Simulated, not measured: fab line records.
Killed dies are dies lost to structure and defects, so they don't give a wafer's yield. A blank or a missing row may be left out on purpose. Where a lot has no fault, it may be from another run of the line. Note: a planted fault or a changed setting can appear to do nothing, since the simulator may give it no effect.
fab line records | flow sky130
record: lots: 9 wafers: 27 lastDay: 50
route steps=708 shown VIA1@472 METAL2@502 VIA2@510 CAPM@550 METAL3@567
lots that met no fault: from a run of the same line without faults
startH: hours from the record's first day to the start of the lot's first wafer shown | waitH: hours since the lot's step before | " repeats the value in the row above | L1.1+2: one row covering several wafers at once | - no value, or no start given | * or withheld: withheld | < > ~ a bound
route shown NAME@n: NAME is a module with steps in the file, n the number in the route of the first one | usual: the fault-free wafers' mean and standard deviation | same: alike in all rows | chamber/n: place in a boat | sites: the reading at each site | _std_site: standard deviation across them | _edge_site: outer sites' mean less inner sites' | radiusMm: for every site, how far away it sits from the centre of the wafer | mask NAME#n: copy n | behind: the last tool/chamber to shape the wafer | hold: reason for holding the lot/hours on hold/outcome of the hold | device: the n, p or np transistor that did not switch | end of line: at the end of the route, the tests of the same wafers | step lacking rows: just its recipe | killed: dies lost to structure and defects at the first sort, not the wafer's yield | map: the dies of a wafer, with x for killed, . for not killed, _ for no die there
set.NAME: the run value of the setting; set.NAME@STEP: its run value at that earlier step | model.NAME: the simulator's own value behind a step, which no gauge read
route steps across a sampled set of lots; one table per step, one row per wafer
services: from which hour (startH, from the record's first day; less than 0 if before it) a tool's chamber was out of use, for how many hours, and why
== steps ==
step: SKY_VIA1_ETCH_14
recipe: chemistry: N2/H2 target: BARC ionEnergyEv: 200 sourceW: 500 biasW: 100 pressureMtorr: 30 n2FlowSccm: 100 h2FlowSccm: 200 stopOn: SiO2 timeS: 45.9 targetDepthA: 600
usual: biasW: 100.05/0.28 drypumpMotorCurrentA: 5.7/0.5 n2FlowSccm: 100.00/0.29 oesProductAu: 0.854/0.0048 runLengthS: 74.1/0.41 throttleValvePct: 13.226/0.0093
columns lot.wafer tool chamber startH waitH biasW drypumpMotorCurrentA n2FlowSccm oesProductAu rfHoursCounterH runLengthS throttleValvePct
L761.1 rieDiel-04 2 799.67 0.0 99.94 6.4 100.51 0.854 11 73.7 13.230
L761.2 " 1 " " 100.01 4.9 100.11 0.849 21 73.8 13.226
L761.6 " 3 " " 99.67 5.0 99.46 0.852 - 74.1 13.230
L762.1 rieDiel-04 2 802.96 0.0 100.18 6.4 100.33 0.860 11 73.8 13.224
L762.3 " 3 " " 99.84 5.0 99.76 0.848 9 74.5 13.219
L762.5 " 2 " " 100.03 6.4 100.30 0.862 - 74.3 13.232
L766.1 rieDiel-02 0 829.57 0.0 100.65 5.8 99.97 0.851 31 73.5 13.219
L766.4 " 2 " " 100.35 5.5 99.88 0.861 - 73.8 13.231
L766.6 " 0 " " 100.24 5.7 99.61 0.848 - 73.5 13.231
L767.2 rieDiel-04 1 849.32 0.0 99.80 4.9 99.37 0.845 22 73.7 13.209
L767.4 " 2 " " 100.09 6.4 100.06 0.856 13 74.0 13.239
L767.5 " 3 " " 100.09 5.0 99.78 0.852 - 73.9 13.231
L775.2 rieDiel-04 1 899.78 0.0 100.14 4.9 99.84 0.861 0 74.3 13.228
L775.3 " 0 " " 99.73 6.4 99.92 0.854 5 73.8 13.223
L775.5 " 1 " " 100.27 4.9 100.06 0.850 - 74.0 13.227
L777.2 rieDiel-03 3 920.42 0.0 100.25 5.6 100.26 0.844 9 74.6 13.203
L777.3 " 0 " " 99.81 5.9 100.43 0.856 11 73.8 13.229
L777.6 " 2 " " 99.85 5.4 100.15 0.855 - 73.5 13.222
L779.1 rieDiel-04 2 928.56 0.0 100.62 6.4 99.87 0.860 15 74.2 13.236
L779.4 " 3 " " 100.09 5.0 99.76 0.847 12 74.8 13.229
L779.5 " 2 " " 100.25 6.4 99.40 0.853 - 74.3 13.214
L780.1 rieDiel-03 0 931.51 0.0 99.82 5.8 99.90 0.845 12 74.1 13.213
L780.3 " 1 " " 99.55 6.0 99.60 0.854 3 74.6 13.225
L780.6 " 2 " " 99.93 5.4 100.17 0.853 - 73.6 13.244
L782.2 rieDiel-04 2 948.13 0.0 99.71 6.4 100.61 0.861 15 73.7 13.241
L782.4 " 0 " " 100.05 6.4 99.64 0.855 6 73.7 13.235
L782.6 " 0 " " 100.10 6.4 99.94 0.847 - 74.0 13.222
step: SKY_METAL2_METAL_ETCH_19
recipe: targetDepthA: 3600 stopOn: SiO2 overEtchFrac: 0.3 timeS: 78 chemistry: Cl2/BCl3 resistSidewallDeg: 88 pressureMtorr: 10 icpW: 900 biasW: 48.5 Cl2_flow_sccm: 60 bcl3FlowSccm: 30
usual: biasW: 48.53/0.14 drypumpMotorCurrentA: 6.0/0.4 mfcCl2Sccm: 59.96/0.19 oesProductAu: 0.855/0.0052 runLengthS: 106.5/0.91 throttleValvePct: 22.264/0.0084
columns lot.wafer tool chamber startH waitH biasW drypumpMotorCurrentA mfcCl2Sccm oesProductAu rfHoursCounterH runLengthS throttleValvePct
L761.1 rieMetal-04 1 826.97 0.0 48.54 6.8 59.89 0.854 15 106.9 22.261
L761.2 " 0 " " 48.35 5.9 59.73 0.860 7 106.7 22.256
L761.6 " 1 " " 48.58 6.7 59.87 0.862 - 106.6 22.270
L762.1 rieMetal-04 0 830.72 0.0 48.58 5.9 60.06 0.861 7 106.3 22.271
L762.3 " 0 " " 48.53 5.9 60.10 0.861 - 106.1 22.267
L762.5 " 1 " " 48.64 6.7 60.00 0.850 - 106.5 22.276
L766.1 rieMetal-03 0 856.92 0.0 48.73 5.7 59.99 0.851 9 106.3 22.262
L766.4 " 1 " " 48.37 5.7 59.60 0.853 - 106.2 22.255
L766.6 " 1 " " 48.42 5.7 59.74 0.856 - 106.1 22.261
L767.2 rieMetal-03 0 875.97 0.0 48.68 5.7 59.96 0.853 10 106.5 22.260
L767.4 " 0 " " 48.41 5.7 59.73 0.862 - 106.3 22.279
L767.5 " 1 " " 48.31 5.7 59.78 0.846 - 106.0 22.268
L775.2 rieMetal-04 0 926.00 0.1 48.53 5.9 59.90 0.850 - 106.7 22.275
L775.3 " 0 " " 48.34 5.9 59.89 0.850 - 106.3 22.259
L775.5 " 0 " " 48.26 5.9 60.03 0.865 - 106.5 22.267
L777.2 rieMetal-04 0 946.18 0.0 48.54 5.9 59.94 0.861 13 106.6 22.266
L777.3 " 0 " " 48.65 5.9 59.59 0.850 - 106.1 22.279
L777.6 " 1 " " 48.73 6.7 59.93 0.856 - 106.6 22.261
L779.1 rieMetal-04 0 954.48 0.0 48.71 5.9 59.87 0.861 13 106.8 22.273
L779.4 " 1 " " 48.43 6.7 60.12 0.850 - 106.9 22.274
L779.5 " 0 " " 48.64 5.9 60.23 0.860 - 106.5 22.259
L780.1 rieMetal-02 1 957.08 0.0 48.45 6.0 59.71 0.853 12 105.5 22.290
L780.3 " 0 " " 48.36 5.7 59.55 0.853 - 106.5 22.270
L780.6 " 0 " " 48.24 5.7 59.77 0.864 - 106.8 22.260
L782.2 rieMetal-04 0 973.76 0.0 48.65 5.9 59.90 0.855 15 107.0 22.250
L782.4 " 1 " " 48.65 6.8 60.13 0.850 - 106.5 22.264
L782.6 " 0 " " 48.44 5.9 59.96 0.861 - 106.2 22.270
step: SKY_VIA2_BOW_MEAS_03
recipe: mode: bow
usual: VIA2_BOW: 84/7
columns lot.wafer tool chamber startH waitH VIA2_BOW[um]
L761.1 filmMetro-04 - 828.28 0.2 78
L761.2 " - " " 88
L761.6 " - " " 92
L762.1 filmMetro-04 - 831.95 0.1 81
L762.3 " - " " 83
L762.5 " - " " 83
L766.1 filmMetro-03 - 858.10 0.1 76
L766.4 " - " " 90
L766.6 " - " " 77
L767.2 filmMetro-04 - 877.19 0.1 81
L767.4 " - " " 99
L767.5 " - " " 72
L775.2 filmMetro-01 - 927.24 0.2 88
L775.3 " - " " 87
L775.5 " - " " 93
L777.2 filmMetro-03 - 947.41 0.2 81
L777.3 " - " " 82
L777.6 " - " " 74
L779.1 filmMetro-04 - 955.74 0.1 73
L779.4 " - " " 93
L779.5 " - " " 86
L780.1 filmMetro-04 - 958.32 0.2 86
L780.3 " - " " 71
L780.6 " - " " 90
L782.2 filmMetro-01 - 974.95 0.1 86
L782.4 " - " " 96
L782.6 " - " " 84
step: SKY_CAPM_METAL_ETCH_13
recipe: targetDepthNm: 220 stopOn: SiO2 chemistry: Cl2/BCl3 target: TiN pressureMtorr: 10 icpW: 900 biasW: 48.5 Cl2_flow_sccm: 60 bcl3FlowSccm: 30 timeS: 62.9
usual: biasW: 48.48/0.14 drypumpMotorCurrentA: 5.79/0.19 mfcCl2Sccm: 59.98/0.18 oesProductAu: 0.942/0.0081 runLengthS: 90.9/0.37 throttleValvePct: 21.900/0.0092
columns lot.wafer tool chamber startH waitH biasW drypumpMotorCurrentA mfcCl2Sccm oesProductAu rfHoursCounterH runLengthS throttleValvePct
L761.1 rieMetal-02 1 881.70 0.0 48.37 5.99 59.97 0.946 9 90.2 21.904
L761.2 " 0 " " 48.36 5.70 59.98 0.952 2 90.9 21.896
L761.6 " 0 " " 48.39 5.69 60.11 0.942 - 90.9 21.885
L762.1 rieMetal-03 0 885.15 0.0 48.44 5.70 59.99 0.947 11 91.0 21.900
L762.3 " 0 " " 48.51 5.67 60.02 0.936 - 91.2 21.898
L762.5 " 0 " " 48.68 5.71 60.08 0.942 - 91.1 21.917
L766.1 rieMetal-03 0 910.70 0.0 48.45 5.71 60.32 0.947 12 91.1 21.882
L766.4 " 0 " " 48.58 5.70 59.99 0.923 - 91.1 21.917
L766.6 " 1 " " 48.50 5.73 60.06 0.932 - 91.4 21.905
L767.2 rieMetal-02 0 929.21 0.0 48.48 5.68 59.83 0.947 5 91.4 21.895
L767.4 " 0 " " 48.39 5.66 60.10 0.927 - 90.9 21.899
L767.5 " 0 " " 48.42 5.67 60.06 0.941 - 91.5 21.913
L775.2 rieMetal-03 1 977.26 0.0 48.44 5.73 60.22 0.895 7 97.6 21.918
L775.3 " 1 " " 48.35 5.72 60.04 0.881 - 97.4 21.937
L775.5 " 1 " " 48.69 5.73 59.98 0.881 - 97.4 21.935
L777.2 rieMetal-03 0 997.34 0.0 48.64 5.73 60.00 0.887 16 97.6 21.929
L777.3 " 1 " " 48.40 5.73 59.75 0.894 - 97.5 21.925
L777.6 " 0 " " 48.64 5.74 59.69 0.884 - 97.8 21.941
L779.1 rieMetal-01 0 1005.06 0.0 48.55 5.53 59.74 0.943 11 90.9 21.907
L779.4 " 0 " " 48.46 5.51 59.95 0.938 - 90.4 21.902
L779.5 " 0 " " 48.18 5.53 60.18 0.931 - 90.9 21.902
L780.1 rieMetal-02 0 1007.76 0.0 48.46 5.65 59.97 0.945 9 90.9 21.896
L780.3 " 0 " " 48.57 5.66 60.04 0.938 - 91.1 21.904
L780.6 " 1 " " 48.52 5.99 60.01 0.951 - 90.3 21.911
L782.2 rieMetal-02 0 1024.04 0.0 48.60 5.66 59.97 0.943 10 90.9 21.908
L782.4 " 0 " " 48.74 5.66 59.97 0.968 - 91.1 21.877
L782.6 " 1 " " 48.34 5.99 59.79 0.959 - 90.4 21.889
step: SKY_CAPM_STRIP_14
recipe: chemistry: O2/N2 powerW: 1400 pressureMtorr: 1500 platenTempC: withheld o2FlowSccm: 3000 n2FlowSccm: 300 overashFraction: 0.5
usual: drypumpMotorCurrentA: 5.4/0.45 n2FlowSccm: 300.0/0.91 oesProductAu: 0.711/0.0046 stripTimeToEndpointS: 12.67/0.045
columns lot.wafer tool chamber startH waitH drypumpMotorCurrentA n2FlowSccm oesProductAu rfHoursCounterH stripTimeToEndpointS
L761.1 plasmaAsher-02 1 881.78 0.1 5.5 299.8 0.716 44 12.74
L761.2 " 0 " " 6.1 299.7 0.713 44 12.72
L761.6 " 0 " " 6.0 300.0 0.720 - 12.73
L762.1 plasmaAsher-03 0 885.23 0.1 4.8 298.9 0.716 75 12.66
L762.3 " 1 " " 5.0 299.9 0.708 - 12.66
L762.5 " 0 " " 4.8 298.8 0.711 - 12.64
L766.1 plasmaAsher-02 1 910.78 0.1 5.5 299.4 0.706 47 12.67
L766.4 " 0 " " 6.1 299.2 0.707 - 12.64
L766.6 " 0 " " 6.0 298.9 0.721 - 12.71
L767.2 plasmaAsher-02 1 929.28 0.1 5.5 300.1 0.716 49 12.62
L767.4 " 0 " " 6.1 299.8 0.715 - 12.67
L767.5 " 0 " " 6.1 298.7 0.713 - 12.60
L775.2 plasmaAsher-03 0 977.33 0.1 4.8 299.7 0.703 84 12.48
L775.3 " 0 " " 4.8 299.5 0.709 - 12.50
L775.5 " 1 " " 5.0 300.3 0.709 - 12.50
L777.2 plasmaAsher-02 0 997.42 0.1 6.1 298.7 0.709 56 12.40
L777.3 " 0 " " 6.1 299.2 0.706 - 12.42
L777.6 " 0 " " 6.1 300.3 0.709 - 12.41
L779.1 plasmaAsher-04 1 1005.13 0.1 5.7 299.9 0.705 28 12.70
L779.4 " 0 " " 5.6 300.0 0.707 - 12.69
L779.5 " 0 " " 5.7 298.5 0.707 - 12.67
L780.1 plasmaAsher-02 1 1007.83 0.1 5.4 299.6 0.710 56 12.58
L780.3 " 1 " " 5.4 299.6 0.713 - 12.60
L780.6 " 0 " " 6.1 300.8 0.714 - 12.64
L782.2 plasmaAsher-03 1 1024.12 0.1 5.0 299.8 0.716 89 12.68
L782.4 " 0 " " 4.8 300.7 0.707 - 12.66
L782.6 " 1 " " 5.0 299.6 0.711 - 12.73
step: SKY_METAL3_ETCH_17
recipe: target: SiO2 stopOn: TiN chemistry: C4F8/O2/Ar sourceW: 1500 biasW: 1200 pressureMtorr: 40 c4f8FlowSccm: withheld O2_flow_sccm: 6 Ar_flow_sccm: 300 timeS: 3.9 targetDepthA: 150
usual: biasW: 1200/3.5 oesProductAu: 0.753/0.0067
columns lot.wafer tool chamber startH waitH biasW oesProductAu rfHoursCounterH
L761.1 rieDiel-03 2 906.36 0.1 1198 0.752 21
L761.2 " 3 " " 1195 0.751 8
L761.6 " 3 " " 1203 0.753 -
L762.1 rieDiel-04 0 910.65 0.1 1205 0.749 5
L762.3 " 3 " " 1198 0.758 12
L762.5 " 0 " " 1201 0.750 -
L766.1 rieDiel-04 2 935.60 0.1 1200 0.754 15
L766.4 " 0 " " 1207 0.752 5
L766.6 " 2 " " 1197 0.756 -
L767.2 rieDiel-03 3 954.54 0.1 1196 0.746 10
L767.4 " 0 " " 1204 0.755 12
L767.5 " 0 " " 1198 0.755 -
L775.2 rieDiel-04 0 1001.75 0.1 1201 0.704 7
L775.3 " 3 " " 1198 0.700 14
L775.5 " 2 " " 1196 0.697 -
L777.2 rieDiel-04 2 1021.35 0.1 1199 0.706 17
L777.3 " 3 " " 1204 0.703 15
L777.6 " 3 " " 1197 0.690 -
L779.1 rieDiel-01 2 1028.61 0.1 1203 0.747 24
L779.4 " 3 " " 1197 0.757 28
L779.5 " 3 " " 1193 0.751 -
L780.1 rieDiel-04 3 1031.64 0.1 1200 0.748 15
L780.3 " 0 " " 1206 0.757 8
L780.6 " 1 " " 1205 0.753 -
L782.2 rieDiel-04 1 1047.85 0.1 1200 0.756 4
L782.4 " 2 " " 1199 0.750 18
L782.6 " 1 " " 1201 0.757 -
== services ==
columns tool chamber startH hours kind
rieMetal-01 1 776.35 1.2 repair
rieMetal-02 0 780.41 20.8 repair
rieMetal-03 - 780.46 0.3 repair
rieMetal-01 0 781.03 17.1 repair
rieDiel-01 0 784.20 4.1 repair
rieMetal-04 - 806.19 2.8 pm
rieDiel-02 - 812.82 4.3 pm
rieDiel-01 2 835.32 6.4 repair
plasmaAsher-03 - 835.87 1.7 repair
rieMetal-03 - 838.02 2.3 repair
rieMetal-02 - 844.04 2.3 repair
plasmaAsher-04 - 844.27 0.9 repair
rieMetal-04 1 847.07 3.9 repair
rieDiel-01 1 850.38 42.8 repair
rieDiel-01 - 863.24 5.8 repair
rieMetal-04 - 903.89 1.4 pm
rieDiel-03 2 910.91 4.1 repair
plasmaAsher-02 - 912.96 0.8 repair
rieMetal-03 1 938.17 9.5 repair
rieDiel-03 0 956.65 2.4 repair
rieDiel-04 - 961.99 1.0 repair
plasmaAsher-02 - 963.70 3.3 repair
rieMetal-03 - 980.54 1.4 pm
rieDiel-04 0 1038.97 2.7 repair
== key ==
firstSign: step: SKY_CAPM_METAL_ETCH_13 reading: runLengthS direction: up sigmas: 18 usual: * struck: *
effect: step: SKY_CAPM_METAL_ETCH_13 reading: oesProductAu direction: down sigmas: 6.7 usual: 0.942 struck: 0.887
effect: step: SKY_CAPM_STRIP_14 reading: stripTimeToEndpointS direction: down sigmas: 4.8 usual: * struck: *
effect: step: SKY_METAL3_ETCH_17 reading: oesProductAu direction: down sigmas: 7.9 usual: 0.753 struck: 0.700
metAt SKY_CAPM_METAL_ETCH_13
struckLots L775,L777
notActingAt SKY_VIA1_ETCH_14,SKY_METAL2_METAL_ETCH_19,SKY_VIA2_BOW_MEAS_03
onsetBetween 910.70 977.26
fault: kind: processParameterDrift tool: rieMetal-03 chamber: - onsetH: 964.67 steps: SKY_CAPM_METAL_ETCH_13 channel: timeS offset: * shape: step endH: 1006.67 actsIn: * stated: *
